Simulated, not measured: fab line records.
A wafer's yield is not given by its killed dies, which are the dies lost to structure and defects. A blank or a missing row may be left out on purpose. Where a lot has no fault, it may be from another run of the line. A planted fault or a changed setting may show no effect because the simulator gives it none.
fab line records | flow sky130 | part 1 of 2: steps 1 to 29 of 43
record: lots: 5 wafers: 15 last-day: 49
route steps=708 shown LI_CONTACT@379 LOCAL_INTERCONNECT@387 CONTACT@406
lots untouched by any fault: they come from a run of this same line in which no faults occurred
start-h: hours from the record's first day to the start of the lot's first wafer shown | wait-h: hours since the lot's step before | " identical to the entry in the row above | L1.1+2: several wafers, shown together as one row | - either no value or no given start | * or withheld: withheld | < > ~ a bound
route shown NAME@n: names a module that has steps shown in the file, with the first one's number in the route | usual: average and standard deviation across the fault-free wafers | same: alike in all rows | chamber/n: place in a boat | sites: the reading at each site | _std_site: standard deviation of those values | _edge_site: the outer-site mean with the inner-site mean subtracted | radius-mm: for every site, how far away it sits from the centre of the wafer | mask NAME#n: copy n | behind: the last tool/chamber to shape the wafer | hold: reason for holding the lot/hours on hold/outcome of the hold | device: transistor that didn't switch, given as n, p or np | end of line: the tests these same wafers got at the end of their route | a step without rows: its recipe alone | killed: dies that structure and defects cost at the first sort, which is not the same as the wafer's yield | map: a wafer's dies, x killed, . not, _ none there
set.NAME: setting as actually run; set.NAME@STEP: the setting as run at that earlier step | model.NAME: the simulator's own value behind a step, which no gauge read
lots at selected steps of the route; one table per step, one row per wafer
services: from which hour (start-h, from the record's first day; less than 0 if before it) a tool's chamber was out of use, for how many hours, and why
== steps ==
step: SKY_LI_CONTACT_CLEAN_17
recipe: chemistry: NMP time-s: 600 temp-c: 60 dry: n2-spin
columns lot.wafer tool chamber start-h wait-h
L081.2+3+4 wet-bench-02 2 752.90 0.1
L082.1+2+6 wet-bench-03 1 756.71 0.1
L084.1+2+4 wet-bench-02 2 762.00 0.1
L089.2+3+4 wet-bench-03 3 796.90 0.1
L094.3+4+5 wet-bench-04 0 835.40 0.0
step: SKY_LI_CONTACT_PRE_CLEAN_18
recipe: gas: Ar time-s: 5.6 bias-v: 358
usual: bias-v: 358/3.9
columns lot.wafer tool chamber start-h wait-h bias-v
L081.2 pvd-sputter-03 - 753.07 0.0 360
L081.3 " - " " 353
L081.4 " - " " 351
L082.1 pvd-sputter-02 - 756.90 0.0 358
L082.2 " - " " 359
L082.6 " - " " 355
L084.1 pvd-sputter-03 - 762.17 0.0 356
L084.2 " - " " 354
L084.4 " - " " 359
L089.2 pvd-sputter-02 - 797.07 0.0 357
L089.3 " - " " 354
L089.4 " - " " 351
L094.3 pvd-sputter-02 - 835.57 0.0 359
L094.4 " - " " 353
L094.5 " - " " 357
step: SKY_LI_CONTACT_SPUTTER_19
recipe: material: Ti target-thk-nm: 20 chamber-pressure-pa: 5 power-w: 2500 substrate-temp-c: 200 time-s: 106.37
usual: throttle-valve-pct: 29.9/0.77
columns lot.wafer tool chamber start-h wait-h throttle-valve-pct
L081.2 pvd-sputter-03 - 753.09 0.0 28.6
L081.3 " - " " 29.6
L081.4 " - " " 29.1
L082.1 pvd-sputter-02 - 756.92 0.0 29.7
L082.2 " - " " 29.5
L082.6 " - " " 29.6
L084.1 pvd-sputter-03 - 762.19 0.0 29.5
L084.2 " - " " 29.2
L084.4 " - " " 28.9
L089.2 pvd-sputter-02 - 797.09 0.0 29.8
L089.3 " - " " 30.3
L089.4 " - " " 29.8
L094.3 pvd-sputter-02 - 835.59 0.0 29.8
L094.4 " - " " 29.6
L094.5 " - " " 31.9
step: SKY_LI_CONTACT_SPUTTER_20
recipe: material: TiN target-thk-nm: 20 chamber-pressure-pa: 5 power-w: 4000 time-s: 80
usual: throttle-valve-pct: 29.9/0.79
columns lot.wafer tool chamber start-h wait-h throttle-valve-pct
L081.2 pvd-sputter-03 - 753.17 0.0 28.9
L081.3 " - " " 29.7
L081.4 " - " " 29.1
L082.1 pvd-sputter-02 - 757.00 0.0 29.8
L082.2 " - " " 29.9
L082.6 " - " " 29.5
L084.1 pvd-sputter-03 - 762.27 0.0 29.8
L084.2 " - " " 29.2
L084.4 " - " " 28.8
L089.2 pvd-sputter-02 - 797.17 0.0 29.6
L089.3 " - " " 30.2
L089.4 " - " " 29.9
L094.3 pvd-sputter-02 - 835.67 0.0 29.8
L094.4 " - " " 30.0
L094.5 " - " " 31.9
step: SKY_LI_CONTACT_CVD_21
recipe: material: W target-thk-nm: 400 time-s: 120.56 temp-c: 400 pressure-torr: 40
usual: heater-power-w: 870/120
columns lot.wafer tool chamber start-h wait-h heater-power-w
L081.2 cvd-w-02 1 753.23 0.0 1072
L081.3 " 1 " " 1040
L081.4 " 0 " " 831
L082.1 cvd-w-02 0 757.06 0.0 820
L082.2 " 1 " " 1035
L082.6 " 1 " " 1038
L084.1 cvd-w-01 0 762.33 0.0 835
L084.2 " 1 " " 753
L084.4 " 0 " " 834
L089.2 cvd-w-01 0 797.23 0.0 838
L089.3 " 0 " " 847
L089.4 " 1 " " 738
L094.3 cvd-w-02 0 835.77 0.1 820
L094.4 " 1 " " 1077
L094.5 " 0 " " 840
step: SKY_LI_CONTACT_RS_MEAS_22
recipe: thk-meas-gauge: four-point-probe reads: W_of_LI_CONTACT_CVD_21+TiN_of_LI_CONTACT_SPUTTER_20+Ti_of_LI_CONTACT_SPUTTER_19
usual: LI_CONTACT_W_RS: 0.2851/0.0028
columns lot.wafer tool chamber start-h wait-h LI_CONTACT_W_RS[ohm/sq]
L081.2 film-metro-02 - 753.37 0.1 0.2891
L081.3 " - " " 0.2873
L081.4 " - " " 0.2851
L082.1 film-metro-04 - 757.19 0.1 0.2794
L082.2 " - " " 0.2841
L082.6 " - " " 0.2875
L084.1 film-metro-01 - 762.45 0.1 0.2832
L084.2 " - " " 0.2821
L084.4 " - " " 0.2848
L089.2 film-metro-02 - 797.37 0.1 0.2807
L089.3 " - " " 0.2821
L089.4 " - " " 0.2865
L094.3 film-metro-01 - 835.89 0.1 0.2833
L094.4 " - " " 0.2895
L094.5 " - " " 0.2852
step: SKY_LI_CONTACT_THK_MEAS_23
recipe: thk-meas-gauge: xrf reads: W_of_LI_CONTACT_CVD_21
usual: LI_CONTACT_W_THK: 403/4.7
columns lot.wafer tool chamber start-h wait-h LI_CONTACT_W_THK[nm]
L081.2 film-metro-02 - 753.48 0.1 395
L081.3 " - " " 397
L081.4 " - " " 400
L082.1 film-metro-04 - 757.31 0.1 414
L082.2 " - " " 408
L082.6 " - " " 400
L084.1 film-metro-01 - 762.57 0.1 410
L084.2 " - " " 409
L084.4 " - " " 404
L089.2 film-metro-02 - 797.48 0.1 410
L089.3 " - " " 406
L089.4 " - " " 400
L094.3 film-metro-01 - 835.99 0.1 404
L094.4 " - " " 397
L094.5 " - " " 401
step: SKY_LI_CONTACT_CMP_24
recipe: stop-on: PSG t-overpolish-s: 20 down-force-psi: 3.5 platen-rpm: 60 target-thk-nm: 0 pad-velocity-m-s: 0.94248
usual: edge-zone-pressure-frac: 1.000/0.0054 motor-current-A: 10.2/1 overpolish-run-s: 20.000/0.0089 time-to-endpoint-s: 97/3.5
same: t-overpolish-s: 20
columns lot.wafer tool chamber start-h wait-h edge-zone-pressure-frac motor-current-A overpolish-run-s time-to-endpoint-s
L081.4 cmp-01 0 753.53 0.0 1.004 11.8 19.990 94
L081.2 " 1 " " 1.005 10.9 20.016 92
L081.3 " 3 " " 1.004 10.2 19.994 95
L082.1 cmp-02 2 757.47 0.1 1.007 10.8 20.000 98
L082.2 " 3 " " 1.006 10.4 20.002 101
L082.6 " 1 " " 0.997 9.9 20.007 95
L084.1 cmp-02 1 762.68 0.1 0.998 9.7 20.008 99
L084.2 " 2 " " 1.007 10.9 19.999 99
L084.4 " 3 " " 0.995 10.5 20.001 103
L089.3 cmp-01 2 797.53 0.0 1.003 8.3 19.999 93
L089.4 " 3 " " 0.992 10.3 19.990 97
L089.2 " 0 " " 1.006 11.8 19.989 97
L094.3 cmp-02 1 836.03 0.0 1.003 9.8 19.994 96
L094.4 " 0 " " 1.006 10.2 20.002 90
L094.5 " 1 " " 0.995 10.3 20.001 94
step: SKY_LOCAL_INTERCONNECT_SPUTTER_00
recipe: material: TiN target-thk-nm: 100 temp-c: 300 power-w: 6672 time-s: 83.3 chamber-pressure-pa: 0.4
usual: throttle-valve-pct: 29.6/1.2
columns lot.wafer tool chamber start-h wait-h throttle-valve-pct
L081.2 pvd-sputter-03 - 753.83 0.2 29.5
L081.3 " - " " 29.1
L081.4 " - " " 29.6
L082.1 pvd-sputter-02 - 757.67 0.1 29.8
L082.2 " - " " 30.0
L082.6 " - " " 29.9
L084.1 pvd-sputter-04 - 762.93 0.2 29.8
L084.2 " - " " 29.0
L084.4 " - " " 26.8
L089.2 pvd-sputter-04 - 797.83 0.1 29.1
L089.3 " - " " 29.1
L089.4 " - " " 29.6
L094.3 pvd-sputter-04 - 836.33 0.2 29.3
L094.4 " - " " 29.4
L094.5 " - " " 26.6
step: SKY_LOCAL_INTERCONNECT_RS_MEAS_01
recipe: thk-meas-gauge: four-point-probe reads: TiN_of_LOCAL_INTERCONNECT_SPUTTER_00
usual: LOCAL_INTERCONNECT_TIN_RS: 13.77/0.13
columns lot.wafer tool chamber start-h wait-h LOCAL_INTERCONNECT_TIN_RS[ohm/sq]
L081.2 film-metro-03 - 753.92 0.1 13.81
L081.3 " - " " 13.84
L081.4 " - " " 13.74
L082.1 film-metro-02 - 757.73 0.0 13.76
L082.2 " - " " 13.66
L082.6 " - " " 13.74
L084.1 film-metro-01 - 763.00 0.0 13.74
L084.2 " - " " 13.80
L084.4 " - " " 13.90
L089.2 film-metro-03 - 797.92 0.1 13.98
L089.3 " - " " 13.90
L089.4 " - " " 14.13
L094.3 film-metro-02 - 836.44 0.1 13.75
L094.4 " - " " 13.68
L094.5 " - " " 13.74
step: SKY_LOCAL_INTERCONNECT_THK_MEAS_02
recipe: thk-meas-gauge: xrf reads: TiN_of_LOCAL_INTERCONNECT_SPUTTER_00
usual: LOCAL_INTERCONNECT_TIN_THK: 101.3/0.98
columns lot.wafer tool chamber start-h wait-h LOCAL_INTERCONNECT_TIN_THK[nm]
L081.2 film-metro-03 - 754.03 0.1 100.9
L081.3 " - " " 100.7
L081.4 " - " " 101.2
L082.1 film-metro-02 - 757.85 0.1 100.5
L082.2 " - " " 101.4
L082.6 " - " " 101.4
L084.1 film-metro-01 - 763.12 0.1 101.8
L084.2 " - " " 101.3
L084.4 " - " " 100.4
L089.2 film-metro-03 - 798.03 0.1 99.6
L089.3 " - " " 100.0
L089.4 " - " " 98.7
L094.3 film-metro-02 - 836.54 0.1 101.3
L094.4 " - " " 101.7
L094.5 " - " " 101.7
step: SKY_LOCAL_INTERCONNECT_DEHYDRATE_03
recipe: temp-c: 200 time-s: 60
columns lot.wafer tool chamber start-h wait-h
L081.2+3+4 litho-track-04 0 766.70 12.7
L082.1+2+6 litho-track-02 0 770.44 12.6
L084.1+2+4 litho-track-02 0 776.19 13.1
L089.2+3+4 litho-track-01 0 810.79 12.8
L094.3+4+5 litho-track-01 0 849.22 12.7
step: SKY_LOCAL_INTERCONNECT_HMDS_04
recipe: prime-time-s: 60 prime-temp-c: 120
columns lot.wafer tool chamber start-h wait-h
L081.2+3+4 litho-track-04 0 766.85 0.1
L082.1+2+6 litho-track-02 0 770.59 0.1
L084.1+2+4 litho-track-02 0 776.34 0.1
L089.2+3+4 litho-track-01 0 810.94 0.1
L094.3+4+5 litho-track-01 0 849.37 0.1
step: SKY_LOCAL_INTERCONNECT_COAT_05
recipe: resist: BARC temp-c: withheld time-s: withheld spin-rpm: 3000 resist-thk-nm: 60
columns lot.wafer tool chamber start-h wait-h
L081.2+3+4 litho-track-04 0 767.00 0.1
L082.1+2+6 litho-track-02 0 770.74 0.1
L084.1+2+4 litho-track-02 0 776.49 0.1
L089.2+3+4 litho-track-01 0 811.09 0.1
L094.3+4+5 litho-track-01 0 849.52 0.1
step: SKY_LOCAL_INTERCONNECT_COAT_06
recipe: resist: KrF-thick spin-rpm: 3000 resist-thk-nm: 450
columns lot.wafer tool chamber start-h wait-h
L081.2+3+4 litho-track-04 0 - -
L082.1+2+6 litho-track-02 0 - -
L084.1+2+4 litho-track-02 0 - -
L089.2+3+4 litho-track-01 0 - -
L094.3+4+5 litho-track-01 0 - -
step: SKY_LOCAL_INTERCONNECT_SOFTBAKE_07
recipe: temp-c: 100 time-s: 90 resist: KrF-thick
columns lot.wafer tool chamber start-h wait-h
L081.2+3+4 litho-track-04 0 - -
L082.1+2+6 litho-track-02 0 - -
L084.1+2+4 litho-track-02 0 - -
L089.2+3+4 litho-track-01 0 - -
L094.3+4+5 litho-track-01 0 - -
step: SKY_LOCAL_INTERCONNECT_EXPOSE_08
recipe: mask-id: LI1M na: 0.8 source-shape: annular sigma-inner: 0.55 sigma-outer: 0.85 target-cd-nm: 170 dose-mj: 28
columns lot.wafer tool chamber start-h wait-h mask
L081.2+3+4 krf-scanner-02 0 - - LI1M#0
L082.1+2+6 krf-scanner-01 0 - - LI1M#0
L084.1+2+4 krf-scanner-02 0 - - LI1M#0
L089.2+3+4 krf-scanner-02 0 - - LI1M#0
L094.3+4+5 krf-scanner-01 0 - - LI1M#0
step: SKY_LOCAL_INTERCONNECT_PEB_09
recipe: peb-temp-c: withheld peb-time-s: withheld resist: KrF-thick
columns lot.wafer tool chamber start-h wait-h
L081.2+3+4 litho-track-01 0 - -
L082.1+2+6 litho-track-01 0 - -
L084.1+2+4 litho-track-01 0 - -
L089.2+3+4 litho-track-01 0 - -
L094.3+4+5 litho-track-04 0 - -
step: SKY_LOCAL_INTERCONNECT_DEVELOP_10
recipe: develop-time-s: 60 resist: KrF-thick dev-temp-c: 21
columns lot.wafer tool chamber start-h wait-h
L081.2+3+4 litho-track-01 0 - -
L082.1+2+6 litho-track-01 0 - -
L084.1+2+4 litho-track-01 0 - -
L089.2+3+4 litho-track-01 0 - -
L094.3+4+5 litho-track-04 0 - -
step: SKY_LOCAL_INTERCONNECT_CD_MEAS_11
recipe: target-cd-nm: 170
usual: cd-nm: 169.7/1.7
columns lot.wafer tool chamber start-h wait-h cd-nm
L081.2 cd-sem-01 - 780.59 - 172.2
L081.3 " - " " 170.3
L081.4 " - " " 171.2
L082.1 cd-sem-02 - 784.07 - 170.3
L082.2 " - " " 171.8
L082.6 " - " " 170.5
L084.1 cd-sem-01 - 790.17 - 170.3
L084.2 " - " " 170.2
L084.4 " - " " 171.5
L089.2 cd-sem-02 - 824.39 - 168.3
L089.3 " - " " 169.6
L089.4 " - " " 170.1
L094.3 cd-sem-02 - 862.67 - 168.7
L094.4 " - " " 169.5
L094.5 " - " " 168.6
step: SKY_LOCAL_INTERCONNECT_OVL_MEAS_12
usual: LOCAL_INTERCONNECT_OVL: 3/3.9
columns lot.wafer tool chamber start-h wait-h LOCAL_INTERCONNECT_OVL[nm]
L081.2 overlay-02 - 780.69 0.1 -6
L081.3 " - " " 8
L081.4 " - " " 4
L082.1 overlay-01 - 784.19 0.1 6
L082.2 " - " " 2
L082.6 " - " " 6
L084.1 overlay-02 - 790.29 0.1 -1
L084.2 " - " " 4
L084.4 " - " " 10
L089.2 overlay-02 - 824.49 0.1 2
L089.3 " - " " -2
L089.4 " - " " 7
L094.3 overlay-01 - 862.76 0.1 0
L094.4 " - " " -1
L094.5 " - " " 4
step: SKY_LOCAL_INTERCONNECT_ETCH_13
recipe: chemistry: N2/H2 target: BARC ion-energy-ev: 200 bias-w: 100 pressure-mtorr: 30 n2-flow-sccm: 100 h2-flow-sccm: 200 icp-w: 500 stop-on: SiO2 time-s: 45.9 target-depth-a: 600
usual: drypump-motor-current-A: 5.3/0.42 oes-product-au: 0.855/0.0044 throttle-valve-pct: 13.225/0.0086
columns lot.wafer tool chamber start-h wait-h drypump-motor-current-A oes-product-au rf-hours-counter-h throttle-valve-pct
L081.2 rie-metal-01 1 780.72 0.0 4.7 0.840 12 13.230
L081.3 " 1 " " 4.7 0.855 - 13.225
L081.4 " 0 " " 5.3 0.851 - 13.221
L082.1 rie-metal-04 1 784.22 0.0 5.3 0.857 2 13.241
L082.2 " 0 " " 5.9 0.858 15 13.220
L082.6 " 0 " " 5.9 0.853 - 13.209
L084.1 rie-metal-03 0 790.32 0.0 4.8 0.861 7 13.215
L084.2 " 1 " " 5.4 0.856 2 13.231
L084.4 " 1 " " 5.4 0.853 - 13.206
L089.2 rie-metal-03 1 824.52 0.0 5.4 0.855 4 13.223
L089.3 " 1 " " 5.4 0.857 - 13.217
L089.4 " 0 " " 4.7 0.854 - 13.231
L094.3 rie-metal-04 1 862.81 0.0 5.3 0.851 - 13.223
L094.4 " 0 " " 5.9 0.861 - 13.224
L094.5 " 1 " " 5.3 0.861 - 13.214
step: SKY_LOCAL_INTERCONNECT_METAL_ETCH_14
recipe: target-depth-nm: 110 stop-on: PSG chemistry: Cl2/BCl3 target: TiN resist-sidewall-deg: 88 pressure-mtorr: 10 icp-w: 900 bias-w: 48.5 Cl2_flow_sccm: 60 bcl3-flow-sccm: 30 time-s: 31.4
usual: drypump-motor-current-A: 5.3/0.42 mfc-cl2-sccm: 60.00/0.17 oes-product-au: 0.955/0.0066 throttle-valve-pct: 21.891/0.0091
columns lot.wafer tool chamber start-h wait-h drypump-motor-current-A mfc-cl2-sccm oes-product-au rf-hours-counter-h throttle-valve-pct
L081.2 rie-metal-01 1 780.79 0.0 4.7 60.08 0.952 12 21.893
L081.3 " 1 " " 4.7 59.93 0.957 - 21.885
L081.4 " 0 " " 5.3 60.27 0.955 - 21.892
L082.1 rie-metal-04 1 784.29 0.0 5.3 60.11 0.958 2 21.883
L082.2 " 0 " " 5.9 59.95 0.956 15 21.902
L082.6 " 0 " " 5.9 60.09 0.955 - 21.891
L084.1 rie-metal-03 0 790.39 0.0 4.7 59.97 0.947 7 21.876
L084.2 " 1 " " 5.4 60.19 0.953 3 21.889
L084.4 " 1 " " 5.4 60.04 0.949 - 21.916
L089.2 rie-metal-03 1 824.59 0.0 5.4 59.99 0.948 4 21.890
L089.3 " 1 " " 5.4 60.15 0.948 - 21.879
L089.4 " 0 " " 4.7 59.74 0.946 - 21.910
L094.3 rie-metal-04 1 862.87 0.0 5.3 60.09 0.954 - 21.893
L094.4 " 0 " " 5.9 60.05 0.960 - 21.897
L094.5 " 1 " " 5.3 59.65 0.965 - 21.872
step: SKY_LOCAL_INTERCONNECT_STRIP_15
recipe: chemistry: O2/N2 power-w: 1400 pressure-mtorr: 1500 platen-temp-c: withheld o2-flow-sccm: 3000 n2-flow-sccm: 300 overash-fraction: 0.5
usual: drypump-motor-current-A: 5.6/0.43 oes-product-au: 0.427/0.0046 strip-time-to-endpoint-s: 4.727/0.022
same: overash-fraction: 0.5
columns lot.wafer tool chamber start-h wait-h drypump-motor-current-A oes-product-au rf-hours-counter-h strip-time-to-endpoint-s
L081.2 plasma-asher-04 0 780.84 0.0 5.7 0.437 35 4.740
L081.3 " 0 " " 5.7 0.429 - 4.744
L081.4 " 1 " " 5.2 0.424 - 4.720
L082.1 plasma-asher-02 0 784.34 0.0 5.8 0.429 96 4.733
L082.2 " 1 " " 6.4 0.433 96 4.743
L082.6 " 0 " " 5.8 0.426 - 4.758
L084.1 plasma-asher-01 1 790.44 0.0 4.9 0.422 5 4.723
L084.2 " 0 " " 6.0 0.430 5 4.723
L084.4 " 1 " " 4.9 0.433 - 4.746
L089.2 plasma-asher-02 0 824.64 0.0 5.9 0.417 100 4.707
L089.3 " 1 " " 6.4 0.429 - 4.715
L089.4 " 0 " " 5.9 0.423 - 4.709
L094.3 plasma-asher-04 1 862.93 0.1 5.2 0.423 - 4.723
L094.4 " 0 " " 5.7 0.427 - 4.723
L094.5 " 0 " " 5.7 0.419 - 4.728
step: SKY_LOCAL_INTERCONNECT_STRIP_16
recipe: chemistry: post-etch-residue-remover time-s: 1200 temp-c: 72.5
columns lot.wafer tool chamber start-h wait-h
L081.2+3+4 wet-bench-03 2 780.94 0.1
L082.1+2+6 wet-bench-01 0 784.44 0.1
L084.1+2+4 wet-bench-03 3 790.54 0.1
L089.2+3+4 wet-bench-02 1 824.74 0.1
L094.3+4+5 wet-bench-02 0 863.00 0.0
step: SKY_LOCAL_INTERCONNECT_CLEAN_17
recipe: chemistry: IPA time-s: 180 temp-c: 25
columns lot.wafer tool chamber start-h wait-h
L081.2+3+4 wet-bench-01 1 781.28 0.0
L082.1+2+6 wet-bench-02 0 784.78 0.0
L084.1+2+4 wet-bench-01 1 790.88 0.0
L089.2+3+4 wet-bench-03 0 825.11 0.0
L094.3+4+5 wet-bench-02 2 863.37 0.0
step: SKY_LOCAL_INTERCONNECT_CLEAN_18
recipe: chemistry: O3/DIW dry: n2-spin
columns lot.wafer tool chamber start-h wait-h
L081.2+3+4 wet-bench-02 1 781.34 0.0
L082.1+2+6 wet-bench-01 3 784.84 0.0
L084.1+2+4 wet-bench-03 1 790.94 0.0
L089.2+3+4 wet-bench-01 0 825.18 0.0
L094.3+4+5 wet-bench-01 0 863.43 0.0
step: SKY_CONTACT_CVD_00
recipe: material: Si3N4 target-thk-nm: 75 temp-c: 400 time-s: withheld rf-w: 450
usual: heater-power-w: 693/85
columns lot.wafer tool chamber start-h wait-h heater-power-w
L081.2 pecvd-02 2 781.43 0.0 698
L081.3 " 0 " " 562
L081.4 " 2 " " 699
L082.1 pecvd-03 2 784.93 0.0 736
L082.2 " 1 " " 784
L082.6 " 1 " " 779
L084.1 pecvd-03 1 791.03 0.0 777
L084.2 " 0 " " 855
L084.4 " 1 " " 818
L089.2 pecvd-04 0 825.38 0.0 632
L089.3 " 0 " " 619
L089.4 " 0 " " 642
L094.3 pecvd-03 2 863.52 0.0 757
L094.4 " 0 " " 854
L094.5 " 1 " " 755
step: SKY_CONTACT_THK_MEAS_01
recipe: reads: Si3N4_of_CONTACT_CVD_00
usual: CONTACT_CVD_00_THK: 74.9/0.93
columns lot.wafer tool chamber start-h wait-h CONTACT_CVD_00_THK[nm]
L081.2 film-metro-03 - 781.47 - 74.1
L081.3 " - " " 73.8
L081.4 " - " " 74.3
L082.1 film-metro-03 - 784.96 - 73.9
L082.2 " - " " 74.4
L082.6 " - " " 75.2
L084.1 film-metro-03 - 791.06 - 74.6
L084.2 " - " " 74.4
L084.4 " - " " 76.2
L089.2 film-metro-03 - 825.47 - 75.0
L089.3 " - " " 74.2
L089.4 " - " " 74.9
L094.3 film-metro-04 - 863.58 - 75.1
L094.4 " - " " 76.1
L094.5 " - " " 77.0
